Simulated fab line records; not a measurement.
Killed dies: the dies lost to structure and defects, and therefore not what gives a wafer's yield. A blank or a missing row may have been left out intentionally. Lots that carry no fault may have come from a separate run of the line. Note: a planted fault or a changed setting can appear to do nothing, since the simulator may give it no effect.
Which of the tools did it?	flow sky130	Sampling: 13 lots, 39 wafers, 5 of 708 route steps

WHAT THE GAUGES SHOWED, per wafer
SKY_FIELD_ISO_CD_MEAS_13: target cd 150 nm.
lot	measured	on	cd nm (nm)
L365	day 2 08:35	cd sem-02	149.7 148.0 149.9
L367	day 2 17:49	cd sem-02	148.0 146.5 148.1
L366	day 2 18:10	cd sem-02	150.4 150.6 151.0
L369	day 3 01:34	cd sem-01	148.4 148.6 149.8
L374	day 4 04:19	cd sem-01	149.7 148.8 148.4
L380	day 5 12:37	cd sem-01	150.3 149.8 149.4
L382	day 5 19:50	cd sem-01	149.1 148.8 148.8
L383	day 6 02:26	cd sem-02	147.9 148.4 149.1
L384	day 6 06:56	cd sem-01	152.6 153.5 153.1
L385	day 6 12:23	cd sem-01	154.0 152.9 153.7
L386	day 6 20:40	cd sem-01	150.8 152.1 151.2
L387	day 7 02:14	cd sem-02	150.5 150.5 150.6
L388	day 7 03:34	cd sem-01	150.8 151.4 151.1

SKY_VT_ADJUST_HVTP_CD_MEAS_07: target cd 380 nm.
lot	measured	on	cd nm (nm)
L365	day 6 02:53	cd sem-02	378.3 382.2 379.1
L367	day 6 16:14	cd sem-02	381.4 383.8 383.6
L366	day 6 16:46	cd sem-01	377.6 380.5 381.3
L369	day 7 05:20	cd sem-02	377.9 377.0 379.6
L374	day 8 09:35	cd sem-02	379.1 377.9 382.1
L380	day 10 01:58	cd sem-01	381.4 381.1 381.2
L382	day 10 14:26	cd sem-02	383.9 384.0 383.0
L383	day 10 19:07	cd sem-02	384.0 381.8 383.3
L384	day 11 04:13	cd sem-01	381.6 384.6 385.7
L385	day 11 09:22	cd sem-01	378.1 378.8 379.3
L386	day 11 19:29	cd sem-02	379.3 380.9 379.9
L387	day 11 23:59	cd sem-02	382.1 379.5 380.7
L388	day 12 03:38	cd sem-02	382.7 380.7 380.9

SKY_VT_ADJUST_HVTP_TW_MEAS_11.
lot	measured	on	VT_ADJUST_HVTP_TW
L365	day 6 03:16	film metro-03	1329 1326 1331
L367	day 6 16:38	film metro-02	1382 1376 1373
L366	day 6 17:09	film metro-02	1382 1376 1377
L369	day 7 05:44	film metro-02	1375 1378 1381
L374	day 8 09:59	film metro-04	30 30 30
L380	day 10 02:22	film metro-04	1344 1337 1344
L382	day 10 14:49	film metro-03	1321 1327 1322
L383	day 10 19:32	film metro-02	1366 1364 1376
L384	day 11 04:35	film metro-02	1374 1383 1386
L385	day 11 09:44	film metro-02	1375 1386 1371
L386	day 11 19:53	film metro-02	1377 1378 1378
L387	day 12 00:23	film metro-02	1380 1383 1382
L388	day 12 04:02	film metro-04	1341 1347 1343

TOOL THAT RAN EACH LOT (tool first, then ch and the chambers of the sampled wafers, then the start)
lot	SKY_NWELL_STRIP_25	SKY_VT_ADJUST_HVTP_STRIP_10
L365	plasma asher-03 ch 0,1, day 5 08:34	plasma asher-01 ch 0,1, day 6 03:11
L367	plasma asher-03 ch 1, day 5 20:25	plasma asher-03 ch 0,1, day 6 16:32
L366	plasma asher-04 ch 0,1, day 5 21:07	plasma asher-01 ch 0,1, day 6 17:02
L369	plasma asher-02 ch 0,1, day 6 09:19	plasma asher-02 ch 0,1, day 7 05:38
L374	plasma asher-03 ch 0,1, day 7 13:07	plasma asher-02 ch 0,1, day 8 09:52
L380	plasma asher-04 ch 0,1, day 9 01:53	plasma asher-01 ch 0,1, day 10 02:16
L382	plasma asher-04 ch 0,1, day 9 14:52	plasma asher-03 ch 0,1, day 10 14:44
L383	plasma asher-02 ch 0,1, day 9 19:58	plasma asher-02 ch 0,1, day 10 19:24
L384	plasma asher-04 ch 0,1, day 10 04:16	plasma asher-01 ch 0,1, day 11 04:31
L385	plasma asher-03 ch 0,1, day 10 09:58	plasma asher-02 ch 0,1, day 11 09:40
L386	plasma asher-04 ch 0,1, day 10 19:07	plasma asher-02 ch 0,1, day 11 19:46
L387	plasma asher-02 ch 1, day 11 00:01	plasma asher-02 ch 0,1, day 12 00:17
L388	plasma asher-04 ch 0,1, day 11 02:43	plasma asher-03 ch 0,1, day 12 03:56
- SKY_NWELL_STRIP_25: strips in O2/N2.
- SKY_VT_ADJUST_HVTP_STRIP_10: strips in O2/N2.

AS READ BY THE TOOLS THEMSELVES (means over the sampled wafers that have a number; for cases with no such wafer, the mark the record gives instead)
SKY_NWELL_STRIP_25.
lot	tool	drypump motor current A (A)	oes product au (a.u.)	strip time to endpoint s (s)
L365	plasma asher-03	5.8	0.724	37.00
L367	plasma asher-03	5.5	0.722	36.83
L366	plasma asher-04	6.2	0.720	36.93
L369	plasma asher-02	6.0	0.722	36.86
L374	plasma asher-03	5.9	0.923	-
L380	plasma asher-04	6.2	0.722	36.99
L382	plasma asher-04	6.0	0.722	37.07
L383	plasma asher-02	6.0	0.719	36.99
L384	plasma asher-04	6.2	0.725	36.73
L385	plasma asher-03	5.8	0.720	36.91
L386	plasma asher-04	6.0	0.723	36.93
L387	plasma asher-02	5.8	0.717	36.96
L388	plasma asher-04	6.2	0.724	36.72

SKY_VT_ADJUST_HVTP_STRIP_10.
lot	tool	drypump motor current A (A)	oes product au (a.u.)	strip time to endpoint s (s)
L365	plasma asher-01	5.9	0.716	14.17
L367	plasma asher-03	5.8	0.717	14.18
L366	plasma asher-01	5.9	0.716	14.19
L369	plasma asher-02	6.2	0.719	14.17
L374	plasma asher-02	6.0	0.722	39.38
L380	plasma asher-01	5.9	0.718	14.18
L382	plasma asher-03	5.8	0.716	14.20
L383	plasma asher-02	6.1	0.713	14.09
L384	plasma asher-01	5.9	0.715	14.14
L385	plasma asher-02	6.1	0.714	14.16
L386	plasma asher-02	6.1	0.711	14.22
L387	plasma asher-02	6.0	0.717	14.24
L388	plasma asher-03	6.2	0.719	14.18

THE ANSWER, worked out from the rows above alone
Rule: the lots themselves supply what counts as usual. Put in order of their means at a reading, lots are off if they are a third of the lots or fewer, leave a main group of 4 or more, and stand apart from it by a gap of 3 or more times the standard deviation of the main group's means; of several such gaps the widest counts. The tables above print the reading to a certain number of digits; a main group whose means all agree to those digits is not used. A lot without any number at a reading at which 4 lots or more have one is off too. Where the step has rows for the other lots, those lots are counted as sound. Order of review: gauges by route order, followed by the tools' own readings, for which a lot's mean as printed above is used. The first step at which some lot is off is used, and at that step the reading that is off furthest; a lot without a number counts as furthest.
Off: at SKY_VT_ADJUST_HVTP_TW_MEAS_11 (VT_ADJUST_HVTP_TW), L374. Main group: mean 1363, sd 21.
A tool fits if, at a process step before that reading, it ran every lot that is off, and no sound lot after the first of them. The gauges at SKY_VT_ADJUST_HVTP_TW_MEAS_11 aren't tried: what is off there is off at SKY_NWELL_STRIP_25 too, on other tools, and a gauge's error can't cause that. None of those tried fits.

WHAT THE SIMULATOR HAD INSERTED
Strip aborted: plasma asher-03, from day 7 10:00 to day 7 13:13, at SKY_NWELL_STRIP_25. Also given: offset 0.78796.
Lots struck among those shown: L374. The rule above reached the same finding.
